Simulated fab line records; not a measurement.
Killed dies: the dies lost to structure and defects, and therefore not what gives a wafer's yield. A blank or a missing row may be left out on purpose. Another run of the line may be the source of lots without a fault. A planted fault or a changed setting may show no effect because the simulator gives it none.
A struck lot beside a sound one    flow sky130    17 out of 708 route steps
Sound: the wafers L528.2, L528.5, L528.6. The struck wafers were L531.2, L531.4, L531.6. The cause comes at the end.
For every step that has rows: the tool of each side, followed by ch and its chambers, followed by its first start. Under that, the readings that differ: sound wafers    struck wafers    difference of the means    sigmas: that difference in standard deviations of wafers without a fault.
alike: same words and numbers on both sides, and readings whose means sit less than 2 such deviations apart. not compared: any withheld reading, any reading some wafer has no value for, any bound like >300 that may hide the same value, and any number with overlapping values for which the record gives no deviation.
A row with sigmas, a row that says differs or no value, or rows on one side alone: a step with any of these is where the two part. Numbers that have no deviation but don't overlap get no sigmas and don't part them. A reading missing from all wafers of one side parts the sides only when that side holds two or more wafers.

SKY_VT_ADJUST_LVTN_OVL_MEAS_07:
  sound: overlay-01 at day 10 17:58; struck: overlay-01 at day 11 10:51
  alike: VT_ADJUST_LVTN_OVL
next, for these wafers, 1 step has no rows: SKY_VT_ADJUST_LVTN_IMPLANT_08.
SKY_VT_ADJUST_LVTN_STRIP_09: strips in O2/N2.
  sound on plasma_asher-02 ch 0,1, day 10 18:09; struck on plasma_asher-02 ch 0,1, day 11 11:02
  alike: chamber_pressure_mTorr, drypump_motor_current_A, oes_product_au, strip_time_to_endpoint_s
  not compared: rf_hours_counter_h
SKY_VT_ADJUST_LVTN_TW_MEAS_10:
  sound: film_metro-01 at day 10 18:16; struck: film_metro-01 at day 11 11:08
  alike: VT_ADJUST_LVTN_TW
then, 7 steps without rows for these wafers: SKY_VT_ADJUST_LVTN_DEHYDRATE_11 (time 60 s); SKY_VT_ADJUST_LVTN_HMDS_12 (prime time 60 s); SKY_VT_ADJUST_LVTN_COAT_13 (resist thk 1140 nm); SKY_VT_ADJUST_LVTN_SOFTBAKE_14 (time 60 s); SKY_VT_ADJUST_LVTN_EXPOSE_15 (exposes mask HVN STD DERIVED, target cd 600 nm); SKY_VT_ADJUST_LVTN_PEB_16; SKY_VT_ADJUST_LVTN_DEVELOP_17 (develop time 60 s).
SKY_VT_ADJUST_LVTN_OVL_MEAS_18:
  sound: overlay-02 at day 11 17:19; struck: overlay-02 at day 12 10:59
  alike: VT_ADJUST_LVTN_01_OVL
SKY_VT_ADJUST_LVTN_IMPLANT_19:
  sound on implanter-02 ch 0, day 11 17:22; struck on implanter-02 ch 0, day 12 11:02
reading             sound                          struck                         difference  sigmas
dose_ions_cm2       6.516e+11 6.516e+11 6.509e+11  9.999e+11 9.999e+11 9.999e+11  +3.485e+11  +99 or more
faraday_current_uA  3.69 3.71 3.73                 5.75 5.57 5.71                 +1.97       +28
SKY_VT_ADJUST_LVTN_STRIP_20: strips in O2/N2.
  sound on plasma_asher-04 ch 0,1, day 11 17:30; struck on plasma_asher-04 ch 0,1, day 12 11:10
  alike: chamber_pressure_mTorr, drypump_motor_current_A, oes_product_au, strip_time_to_endpoint_s
  not compared: rf_hours_counter_h
SKY_VT_ADJUST_LVTN_TW_MEAS_21:
  sound: film_metro-03 at day 11 17:37; struck: film_metro-03 at day 12 11:16
reading              sound              struck             difference  sigmas
VT_ADJUST_LVTN_2_TW  188.6 189.4 189.5  210.5 210.0 210.8  +21.3       +16
then, 1 step without rows for these wafers: SKY_VT_ADJUST_NCORE_DEHYDRATE_00 (time 60 s).
-- record jumps: 37 days separate the struck wafers' starts on either side; left off in module VT_ADJUST_NCORE, taken up again in module PAD_OPEN, whose first shown step is the route's number 708 --
SKY_PAD_OPEN_PROBE_99:
  sound: prober-02 at day 49 06:37; struck: prober-01 at day 49 18:41
reading                                     sound                 struck                difference  sigmas
model.etest.res_pwell_under_gate.rs_ohm_sq  2283 2272 2281        2205 2196 2218        -72         
model.etest.tip_n_5v.rs_ohm_sq              1361 1352 1358        1391 1372 1371        +21         
model.etest.nfet_g5v0d10v5.body_rise_v (V)  0.6403 0.6297 0.6268  0.6983 0.6912 0.6922  +0.0616     
model.etest.nfet_16v.body_rise_v (V)        0.6319 0.6196 0.6174  0.6859 0.6784 0.6796  +0.0583     
model.etest.nfet_g5v0d10v5.vt_sat_v (V)     0.7392 0.7391 0.7398  0.7741 0.774 0.7826   +0.0375     
model.etest.nfet_g5v0d10v5.vt_v (V)         0.7994 0.7977 0.7969  0.8245 0.8224 0.8288  +0.0272     
model.etest.nfet_16v.vt_v (V)               0.7467 0.7359 0.7367  0.7626 0.7555 0.7612  +0.0200     
model.etest.nfet_g5v0d10v5.vt_long_v (V)    0.7919 0.7807 0.7818  0.8046 0.7995 0.8083  +0.0193     
  alike: killed_at_M0_to_M3, killed_at_M4_up, killed_at_contacts, killed_at_front_end, killed_at_other, killed_dies, killed_open, killed_short

== WHERE THEY PART ==
First at SKY_VT_ADJUST_LVTN_IMPLANT_19; last, within this record, at SKY_VT_ADJUST_LVTN_TW_MEAS_21. Later steps at which nothing parts them and some readings are alike: SKY_PAD_OPEN_PROBE_99.

WHY: the cause the simulator had injected
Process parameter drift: implanter-02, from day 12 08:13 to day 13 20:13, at SKY_VT_ADJUST_LVTN_IMPLANT_19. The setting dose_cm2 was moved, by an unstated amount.
